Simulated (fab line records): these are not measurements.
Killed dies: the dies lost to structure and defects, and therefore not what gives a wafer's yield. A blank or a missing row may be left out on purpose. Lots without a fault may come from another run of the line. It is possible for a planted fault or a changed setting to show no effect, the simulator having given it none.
fab line records ; flow gf180mcu
[record] lots = 14; wafers = 42; last-day = 34
route steps=602 shown CONTACT@310 M1@320 V1@358 M2@366
lots with no fault: from the same line, run without faults
start-h: hours from the record's opening day to when the first of the lot's shown wafers began ; wait-h: hours elapsed since this lot's preceding step ; " same as the row above ; L1.1+2: several wafers, shown together as one row ; - no value, or no start was given ; * or withheld: withheld ; < > ~ a bound
route shown NAME@n: NAME is a module with steps in the file, n the number in the route of the first one ; usual: mean/standard deviation taken from wafers without a fault ; same: alike in all rows ; chamber/n: place in a boat ; sites: the reading at each site ; _std_site: standard deviation across them ; _edge_site: mean of outer sites minus mean of inner sites ; radius-mm: for every site, how far away it sits from the centre of the wafer ; mask NAME#n: copy n ; behind: the most recent tool/chamber to have shaped the wafer ; hold: the reason the lot was held/the length of the hold in hours/how it ended ; device: the n, p or np transistor that did not switch ; end of line: the route-end tests of the same wafers ; a step without rows: its recipe alone ; killed: the dies lost at the first sort to structure and to defects; this is not the yield of the wafer ; map: a wafer's dies, marking killed ones x, the rest . and places with no die _
set.NAME: the setting that was run; set.NAME@STEP: the one run at that earlier step ; model.NAME: the simulator's own value behind a step, which no gauge read
route steps across a sampled set of lots; one table per step, one row per wafer
services: the hour from which a tool's chamber was out of use, counted from the record's first day as start-h (under 0 if before that day), plus the number of hours and why
[[steps]]
[step GF_CONTACT_SPUTTER_23]
[recipe] material = TiN; target-thk-nm = 10; chamber-pressure-pa = 5; power-w = 4000; time-s = 40
[usual] cathode-dc-power-W = 4000.0/0.64; chamber-pressure-pa = 5.000/0.01; throttle-valve-pct = 29.5/1
lot.wafer;tool;chamber;start-h;wait-h;cathode-dc-power-W;chamber-pressure-pa;throttle-valve-pct
L372.2;pvd-sputter-02;-;356.97;0.0;4001.2;4.992;31.4
L372.4;pvd-sputter-02;-;356.97;0.0;3999.7;5.000;29.7
L372.6;pvd-sputter-02;-;356.97;0.0;4000.1;5.001;31.2
L373.2;pvd-sputter-04;-;368.45;0.0;3999.8;5.001;29.3
L373.4;pvd-sputter-04;-;368.45;0.0;3999.6;4.997;28.3
L373.5;pvd-sputter-04;-;368.45;0.0;4000.2;4.990;28.3
L374.1;pvd-sputter-03;-;370.11;0.0;3999.4;4.993;28.4
L374.2;pvd-sputter-03;-;370.11;0.0;4000.1;5.005;30.4
L374.3;pvd-sputter-03;-;370.11;0.0;3999.8;4.992;29.8
L375.1;pvd-sputter-04;-;388.42;0.0;4000.5;5.003;29.0
L375.3;pvd-sputter-04;-;388.42;0.0;4000.6;5.011;28.0
L375.5;pvd-sputter-04;-;388.42;0.0;3999.7;4.996;28.7
L376.2;pvd-sputter-03;-;395.55;0.0;4000.1;4.996;28.6
L376.5;pvd-sputter-03;-;395.55;0.0;4000.3;4.991;28.4
L376.6;pvd-sputter-03;-;395.55;0.0;4000.3;4.988;30.1
L384.2;pvd-sputter-04;-;466.23;0.0;3999.4;5.002;28.1
L384.3;pvd-sputter-04;-;466.23;0.0;3999.2;5.007;29.3
L384.5;pvd-sputter-04;-;466.23;0.0;3999.4;4.987;29.1
L385.2;pvd-sputter-03;-;486.17;0.0;3999.8;5.004;30.1
L385.3;pvd-sputter-03;-;486.17;0.0;3999.4;5.004;30.4
L385.5;pvd-sputter-03;-;486.17;0.0;3999.4;5.018;29.7
L386.1;pvd-sputter-03;-;495.35;0.0;3999.8;4.999;28.6
L386.3;pvd-sputter-03;-;495.35;0.0;4000.0;5.002;29.9
L386.6;pvd-sputter-03;-;495.35;0.0;3999.3;5.006;30.2
L387.1;pvd-sputter-02;-;508.23;0.0;4000.7;4.981;29.8
L387.3;pvd-sputter-02;-;508.23;0.0;4000.0;5.000;29.5
L387.6;pvd-sputter-02;-;508.23;0.0;4001.3;4.978;29.6
L388.2;pvd-sputter-03;-;514.68;0.0;3999.2;4.987;28.4
L388.3;pvd-sputter-03;-;514.68;0.0;3999.9;4.974;28.7
L388.6;pvd-sputter-03;-;514.68;0.0;4000.9;5.019;30.4
L390.3;pvd-sputter-04;-;526.72;0.0;3999.5;5.010;28.2
L390.5;pvd-sputter-04;-;526.72;0.0;4000.1;5.002;28.8
L390.6;pvd-sputter-04;-;526.72;0.0;4000.5;5.005;28.1
L391.2;pvd-sputter-02;-;535.72;0.0;3999.9;4.994;29.4
L391.3;pvd-sputter-02;-;535.72;0.0;4000.3;5.011;31.5
L391.4;pvd-sputter-02;-;535.72;0.0;3998.8;4.998;31.5
L393.1;pvd-sputter-02;-;552.42;0.0;3999.7;5.001;29.7
L393.2;pvd-sputter-02;-;552.42;0.0;4000.4;4.998;31.4
L393.3;pvd-sputter-02;-;552.42;0.0;3999.2;5.018;29.5
L395.1;pvd-sputter-03;-;562.69;0.0;4000.4;5.008;30.4
L395.5;pvd-sputter-03;-;562.69;0.0;3999.4;4.993;30.3
L395.6;pvd-sputter-03;-;562.69;0.0;4000.6;4.990;28.5
[step GF_M1_RS_MEAS_05]
[recipe] thk-meas-gauge = four-point-probe; reads = TiN_of_M1_SPUTTER_04+Ti_of_M1_SPUTTER_03+AlCu_of_M1_SPUTTER_02+TiN_of_M1_SPUTTER_01+Ti_of_M1_SPUTTER_00
[usual] M1_ALCU_RS = 0.0697/0.00067
lot.wafer;tool;chamber;start-h;wait-h;M1_ALCU_RS[ohm/sq]
L372.2;film-metro-04;-;357.83;0.0;0.0713
L372.4;film-metro-04;-;357.83;0.0;0.0708
L372.6;film-metro-04;-;357.83;0.0;0.0714
L373.2;film-metro-04;-;369.31;0.0;0.0702
L373.4;film-metro-04;-;369.31;0.0;0.0694
L373.5;film-metro-04;-;369.31;0.0;0.0707
L374.1;film-metro-01;-;370.95;0.0;0.0703
L374.2;film-metro-01;-;370.95;0.0;0.0708
L374.3;film-metro-01;-;370.95;0.0;0.0698
L375.1;film-metro-02;-;389.26;0.0;0.0691
L375.3;film-metro-02;-;389.26;0.0;0.0692
L375.5;film-metro-02;-;389.26;0.0;0.0694
L376.2;film-metro-02;-;396.41;0.0;0.0695
L376.5;film-metro-02;-;396.41;0.0;0.0689
L376.6;film-metro-02;-;396.41;0.0;0.0693
L384.2;film-metro-02;-;467.09;0.0;0.0705
L384.3;film-metro-02;-;467.09;0.0;0.0703
L384.5;film-metro-02;-;467.09;0.0;0.0709
L385.2;film-metro-04;-;487.03;0.0;0.0696
L385.3;film-metro-04;-;487.03;0.0;0.0688
L385.5;film-metro-04;-;487.03;0.0;0.0688
L386.1;film-metro-02;-;496.19;0.0;0.0703
L386.3;film-metro-02;-;496.19;0.0;0.0706
L386.6;film-metro-02;-;496.19;0.0;0.0707
L387.1;film-metro-02;-;509.07;0.0;0.0683
L387.3;film-metro-02;-;509.07;0.0;0.0693
L387.6;film-metro-02;-;509.07;0.0;0.0682
L388.2;film-metro-04;-;522.31;0.0;0.0704
L388.3;film-metro-04;-;522.31;0.0;0.0696
L388.6;film-metro-04;-;522.31;0.0;0.0711
L390.3;film-metro-04;-;527.60;0.1;0.0695
L390.5;film-metro-04;-;527.60;0.1;0.0685
L390.6;film-metro-04;-;527.60;0.1;0.0688
L391.2;film-metro-04;-;536.58;0.0;0.0703
L391.3;film-metro-04;-;536.58;0.0;0.0695
L391.4;film-metro-04;-;536.58;0.0;0.0704
L393.1;film-metro-04;-;553.26;0.0;0.0692
L393.2;film-metro-04;-;553.26;0.0;0.0707
L393.3;film-metro-04;-;553.26;0.0;0.0709
L395.1;film-metro-02;-;563.53;0.0;0.0700
L395.5;film-metro-02;-;563.53;0.0;0.0700
L395.6;film-metro-02;-;563.53;0.0;0.0696
[step GF_V1_CVD_23]
[recipe] material = W; target-thk-nm = 350; time-s = 105.05; temp-c = 400; pressure-torr = 40
[usual] heater-power-w = 742/52
lot.wafer;tool;chamber;start-h;wait-h;heater-power-w
L372.2;cvd-w-02;1;404.82;0.0;713
L372.4;cvd-w-02;0;404.82;0.0;695
L372.6;cvd-w-02;0;404.82;0.0;710
L373.2;cvd-w-01;1;417.54;0.0;848
L373.4;cvd-w-01;0;417.54;0.0;727
L373.5;cvd-w-01;0;417.54;0.0;719
L374.1;cvd-w-02;1;419.39;0.0;708
L374.2;cvd-w-02;0;419.39;0.0;702
L374.3;cvd-w-02;1;419.39;0.0;735
L375.1;cvd-w-01;1;438.67;0.0;838
L375.3;cvd-w-01;0;438.67;0.0;727
L375.5;cvd-w-01;0;438.67;0.0;726
L376.2;cvd-w-02;1;445.67;0.0;722
L376.5;cvd-w-02;0;445.67;0.0;703
L376.6;cvd-w-02;1;445.67;0.0;724
L384.2;cvd-w-01;0;517.19;0.0;757
L384.3;cvd-w-01;0;517.19;0.0;745
L384.5;cvd-w-01;0;517.19;0.0;743
L385.2;cvd-w-02;0;537.25;0.0;702
L385.3;cvd-w-02;1;537.25;0.0;727
L385.5;cvd-w-02;1;537.25;0.0;742
L386.1;cvd-w-02;0;544.18;0.0;697
L386.3;cvd-w-02;1;544.18;0.0;720
L386.6;cvd-w-02;1;544.18;0.0;721
L387.1;cvd-w-01;0;556.88;0.0;743
L387.3;cvd-w-01;1;556.88;0.0;850
L387.6;cvd-w-01;1;556.88;0.0;858
L388.2;cvd-w-02;0;569.84;0.0;707
L388.3;cvd-w-02;0;569.84;0.0;701
L388.6;cvd-w-02;0;569.84;0.0;714
L390.3;cvd-w-02;1;574.54;0.1;728
L390.5;cvd-w-02;1;574.54;0.1;729
L390.6;cvd-w-02;0;574.54;0.1;691
L391.2;cvd-w-02;0;588.33;0.0;700
L391.3;cvd-w-02;0;588.33;0.0;697
L391.4;cvd-w-02;1;588.33;0.0;725
L393.1;cvd-w-02;1;597.96;0.0;737
L393.2;cvd-w-02;0;597.96;0.0;708
L393.3;cvd-w-02;0;597.96;0.0;707
L395.1;cvd-w-02;0;611.83;0.0;718
L395.5;cvd-w-02;0;611.83;0.0;688
L395.6;cvd-w-02;1;611.83;0.0;715
[step GF_M2_SPUTTER_04]
[recipe] material = TiN; target-thk-nm = 50; power-w = 6500; time-s = 41.7; chamber-pressure-pa = 0.4
[usual] cathode-dc-power-W = 6500.1/1.2; chamber-pressure-pa = 0.3999/0.00085; throttle-valve-pct = 30.2/1
lot.wafer;tool;chamber;start-h;wait-h;cathode-dc-power-W;chamber-pressure-pa;throttle-valve-pct
L372.2;pvd-sputter-04;-;405.59;0.0;6501.3;0.3990;29.3
L372.4;pvd-sputter-04;-;405.59;0.0;6501.0;0.4005;28.4
L372.6;pvd-sputter-04;-;405.59;0.0;6499.3;0.3998;28.2
L373.2;pvd-sputter-02;-;418.31;0.0;6499.5;0.4011;29.7
L373.4;pvd-sputter-02;-;418.31;0.0;6500.7;0.4006;31.6
L373.5;pvd-sputter-02;-;418.31;0.0;6498.8;0.3987;30.5
L374.1;pvd-sputter-01;-;420.16;0.0;6499.8;0.4003;29.2
L374.2;pvd-sputter-01;-;420.16;0.0;6500.3;0.3992;29.7
L374.3;pvd-sputter-01;-;420.16;0.0;6499.4;0.3995;31.8
L375.1;pvd-sputter-04;-;439.45;0.0;6501.6;0.3990;29.2
L375.3;pvd-sputter-04;-;439.45;0.0;6501.5;0.4000;28.8
L375.5;pvd-sputter-04;-;439.45;0.0;6499.3;0.3996;29.0
L376.2;pvd-sputter-02;-;446.45;0.0;6500.8;0.4011;31.6
L376.5;pvd-sputter-02;-;446.45;0.0;6500.2;0.4001;29.8
L376.6;pvd-sputter-02;-;446.45;0.0;6501.2;0.3995;30.4
L384.2;pvd-sputter-02;-;517.96;0.0;-;-;-
L384.3;pvd-sputter-02;-;517.96;0.0;-;-;-
L384.5;pvd-sputter-02;-;517.96;0.0;-;-;-
L385.2;pvd-sputter-01;-;538.02;0.0;-;-;-
L385.3;pvd-sputter-01;-;538.02;0.0;-;-;-
L385.5;pvd-sputter-01;-;538.02;0.0;-;-;-
L386.1;pvd-sputter-02;-;544.95;0.0;6501.2;0.3977;29.5
L386.3;pvd-sputter-02;-;544.95;0.0;6501.7;0.3993;29.7
L386.6;pvd-sputter-02;-;544.95;0.0;6499.7;0.3994;29.4
L387.1;pvd-sputter-01;-;557.65;0.0;6501.4;0.3993;31.4
L387.3;pvd-sputter-01;-;557.65;0.0;6499.4;0.3998;32.0
L387.6;pvd-sputter-01;-;557.65;0.0;6497.9;0.4012;29.3
L388.2;pvd-sputter-01;-;570.62;0.0;6500.7;0.3993;31.1
L388.3;pvd-sputter-01;-;570.62;0.0;6500.5;0.3985;29.8
L388.6;pvd-sputter-01;-;570.62;0.0;6498.4;0.3994;29.4
L390.3;pvd-sputter-02;-;575.27;0.0;6500.8;0.4001;31.3
L390.5;pvd-sputter-02;-;575.27;0.0;6499.5;0.3999;29.9
L390.6;pvd-sputter-02;-;575.27;0.0;6500.2;0.4002;30.3
L391.2;pvd-sputter-01;-;589.25;0.0;6499.1;0.3992;29.2
L391.3;pvd-sputter-01;-;589.25;0.0;6498.5;0.3997;31.3
L391.4;pvd-sputter-01;-;589.25;0.0;6499.2;0.3995;31.8
L393.1;pvd-sputter-01;-;598.73;0.0;6501.1;0.3998;29.9
L393.2;pvd-sputter-01;-;598.73;0.0;6498.2;0.3999;28.9
L393.3;pvd-sputter-01;-;598.73;0.0;6498.8;0.3999;32.0
L395.1;pvd-sputter-01;-;612.60;0.0;6502.9;0.3994;29.7
L395.5;pvd-sputter-01;-;612.60;0.0;6500.6;0.4000;32.0
L395.6;pvd-sputter-01;-;612.60;0.0;6498.4;0.3978;31.3
[step GF_M2_THK_MEAS_06]
[recipe] thk-meas-gauge = xrf; reads = AlCu_of_M2_SPUTTER_02
[usual] M2_ALCU_THK = 443/4.8
lot.wafer;tool;chamber;start-h;wait-h;M2_ALCU_THK[nm]
L372.2;film-metro-04;-;405.76;0.1;443
L372.4;film-metro-04;-;405.76;0.1;444
L372.6;film-metro-04;-;405.76;0.1;451
L373.2;film-metro-02;-;418.48;0.1;439
L373.4;film-metro-02;-;418.48;0.1;442
L373.5;film-metro-02;-;418.48;0.1;444
L374.1;film-metro-02;-;420.32;0.1;441
L374.2;film-metro-02;-;420.32;0.1;442
L374.3;film-metro-02;-;420.32;0.1;444
L375.1;film-metro-04;-;439.61;0.1;440
L375.3;film-metro-04;-;439.61;0.1;440
L375.5;film-metro-04;-;439.61;0.1;442
L376.2;film-metro-02;-;446.62;0.1;450
L376.5;film-metro-02;-;446.62;0.1;444
L376.6;film-metro-02;-;446.62;0.1;447
L384.2;film-metro-02;-;518.13;0.1;482
L384.3;film-metro-02;-;518.13;0.1;491
L384.5;film-metro-02;-;518.13;0.1;485
L385.2;film-metro-03;-;538.19;0.1;491
L385.3;film-metro-03;-;538.19;0.1;486
L385.5;film-metro-03;-;538.19;0.1;488
L386.1;film-metro-02;-;545.11;0.1;447
L386.3;film-metro-02;-;545.11;0.1;442
L386.6;film-metro-02;-;545.11;0.1;450
L387.1;film-metro-03;-;557.81;0.1;445
L387.3;film-metro-03;-;557.81;0.1;438
L387.6;film-metro-03;-;557.81;0.1;439
L388.2;film-metro-03;-;570.79;0.1;438
L388.3;film-metro-03;-;570.79;0.1;438
L388.6;film-metro-03;-;570.79;0.1;435
L390.3;film-metro-04;-;575.45;0.1;443
L390.5;film-metro-04;-;575.45;0.1;450
L390.6;film-metro-04;-;575.45;0.1;447
L391.2;film-metro-03;-;589.42;0.1;448
L391.3;film-metro-03;-;589.42;0.1;448
L391.4;film-metro-03;-;589.42;0.1;454
L393.1;film-metro-02;-;598.89;0.1;438
L393.2;film-metro-02;-;598.89;0.1;437
L393.3;film-metro-02;-;598.89;0.1;439
L395.1;film-metro-02;-;612.76;0.1;445
L395.5;film-metro-02;-;612.76;0.1;441
L395.6;film-metro-02;-;612.76;0.1;443
[[services]]
tool;chamber;start-h;hours;kind
cvd-w-02;-;346.63;1.1;repair
pvd-sputter-04;-;347.71;1.1;repair
cvd-w-02;-;390.07;14.0;pm
cvd-w-02;0;390.07;14.0;vent-cycle
cvd-w-02;1;390.07;14.0;vent-cycle
pvd-sputter-02;2;396.39;-;consumable-replace:kit
pvd-sputter-02;2;396.39;18.0;scheduled-down
pvd-sputter-02;2;396.39;18.0;vent-cycle
cvd-w-02;0;404.07;-;clean
cvd-w-02;1;404.07;-;clean
pvd-sputter-01;0;426.01;-;consumable-replace:kit
pvd-sputter-01;0;426.01;18.0;scheduled-down
pvd-sputter-01;0;426.01;18.0;vent-cycle
pvd-sputter-03;1;455.98;-;consumable-replace:kit
pvd-sputter-03;1;455.98;18.0;scheduled-down
pvd-sputter-03;1;455.98;18.0;vent-cycle
pvd-sputter-02;1;534.51;-;consumable-replace:kit
pvd-sputter-02;1;534.51;18.0;scheduled-down
pvd-sputter-02;1;534.51;18.0;vent-cycle
pvd-sputter-01;3;589.29;-;consumable-replace:kit
pvd-sputter-01;3;589.29;18.0;scheduled-down
pvd-sputter-01;3;589.29;18.0;vent-cycle
pvd-sputter-04;-;598.78;2.6;repair
pvd-sputter-02;-;607.80;0.9;repair
[[key]]
[first-sign] step = GF_M2_SPUTTER_04; reading = tool-record; direction = missing
[effect] step = GF_M2_THK_MEAS_06; reading = M2_ALCU_THK; direction = up; sigmas = 9.3; usual = 443; struck = 487
met-at GF_M2_SPUTTER_04
struck-lots L384,L385
later-rows-left-out L384.2,L384.3,L384.5,L385.2,L385.3,L385.5
sort-left-out L384.2,L384.3,L384.5,L385.2,L385.3,L385.5
not-acting-at GF_CONTACT_SPUTTER_23,GF_M1_RS_MEAS_05,GF_V1_CVD_23
onset-between 446.45 517.96
[fault] kind = skipped-step-whole; tool = pvd-sputter-01,pvd-sputter-02; chamber = -; onset-h = 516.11; steps = GF_M2_SPUTTER_04; scope = struck-lots-only
// sort-left-out: the simulated sort isn't trusted on such a fault, so these wafers' sort isn't shown, and their yield isn't known
// later-rows-left-out: the simulator's readings of these wafers behind a module that went badly wrong aren't trusted and aren't shown, but for the sort
